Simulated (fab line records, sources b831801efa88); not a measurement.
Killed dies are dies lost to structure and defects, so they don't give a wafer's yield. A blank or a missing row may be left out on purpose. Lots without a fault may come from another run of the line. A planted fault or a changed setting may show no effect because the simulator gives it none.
Problem report in the 8D (eight disciplines) form, filled by code | flow sky130 | the parts of the form that need people (team, actions taken, sign-off) are left out

1. THE PROBLEM
strip_time_to_endpoint_s at SKY_VIA4_STRIP_13 reads a mean of 10.438 s on 2 wafers of 2 lots; wafers without a fault read 12.813 s with a standard deviation of 0.029. That is -82 standard deviations from the usual mean.
The step: strips in O2/N2.
First seen on wafer L234.3, day 45 22:36, on plasma_asher-03. The record holds 33 wafers of 11 lots with a number at this step. Rule for "out", or "out of limits": more than 4 standard deviations from the usual mean. The other wafers with a number count as sound.

2. WHAT IT IS AND WHAT IT IS NOT
question                    | is                                       | is not
which readings at this step | strip_time_to_endpoint_s, oes_product_au | drypump_motor_current_A
which lots                  | L234, L235                               | L224, L225, L226, L229, L239, L240, L241, L242, L243
which wafers of those lots  | L234.3, L235.3                           | L234.4, L234.5, L235.4, L235.5
read on which tools         | plasma_asher-03                          | plasma_asher-02, plasma_asher-04
when                        | from day 45 22:36                        | up to then (14 sound wafers); but 17 sound wafers of L235, L239, L240, L241, L242, L243 came after

3. SUSPECTS, AND WHAT RULES EACH OUT
Counting: a tool at a process step up to the reading stays a suspect if it ran every lot that is out. Sound lots after the first of them don't rule it out here, since some wafers of a struck lot are sound.
- litho_track-01 at SKY_VIA4_COAT_06 (resist thk 1140 nm): kept. It ran every lot that is out, first L234 (day 45 12:04); its last sound lot up to then is L229 (day 44 05:19).
- plasma_asher-03 at SKY_VIA4_STRIP_13 (strips in O2/N2): kept. It ran every lot that is out, first L234 (day 45 22:36); its last sound lot up to then is L229 (day 44 16:14). Its own readings are out on those wafers: oes_product_au, strip_time_to_endpoint_s.
Left after counting: litho_track-01 at SKY_VIA4_COAT_06, plasma_asher-03 at SKY_VIA4_STRIP_13.

4. THE CAUSE (what the simulator had put in)
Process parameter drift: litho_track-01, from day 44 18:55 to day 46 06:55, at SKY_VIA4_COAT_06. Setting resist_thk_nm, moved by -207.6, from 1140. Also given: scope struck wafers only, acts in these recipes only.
Counting left 2 suspects, and this tool is among them.

5. THE CHAIN OF EFFECTS, in route order
Each row: a reading whose mean over the struck wafers that have a number lies more than 3 standard deviations from the usual. Only readings for which the record gives a usual standard deviation are gone through. hours: the time from each lot's start at the first step in this table that gives one to its start at this step, as a median over the lots. sigmas: the change in usual standard deviations.
hours | step              | reading                  | usual      | on struck wafers | change | sigmas
0     | SKY_VIA4_STRIP_13 | oes_product_au           | 0.709 a.u. | 0.658            | -0.051 | -10
0     | SKY_VIA4_STRIP_13 | strip_time_to_endpoint_s | 12.813 s   | 10.438           | -2.376 | -82
The process steps in it:
- SKY_VIA4_STRIP_13: strips in O2/N2.

6. WHAT WOULD HAVE CAUGHT IT SOONER
In this record the first reading out of limits was taken at day 45 22:36, 28 hours after the fault began at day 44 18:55.
Of the tool readings at SKY_VIA4_COAT_06 for which the record gives a usual standard deviation, none was out on any struck wafer, so an alarm limit of 4 standard deviations on them would not have fired.
All the lots that are out (2) had begun SKY_VIA4_COAT_06 on litho_track-01 by day 45 22:36. A hold on the tool at that time would have spared none of them.
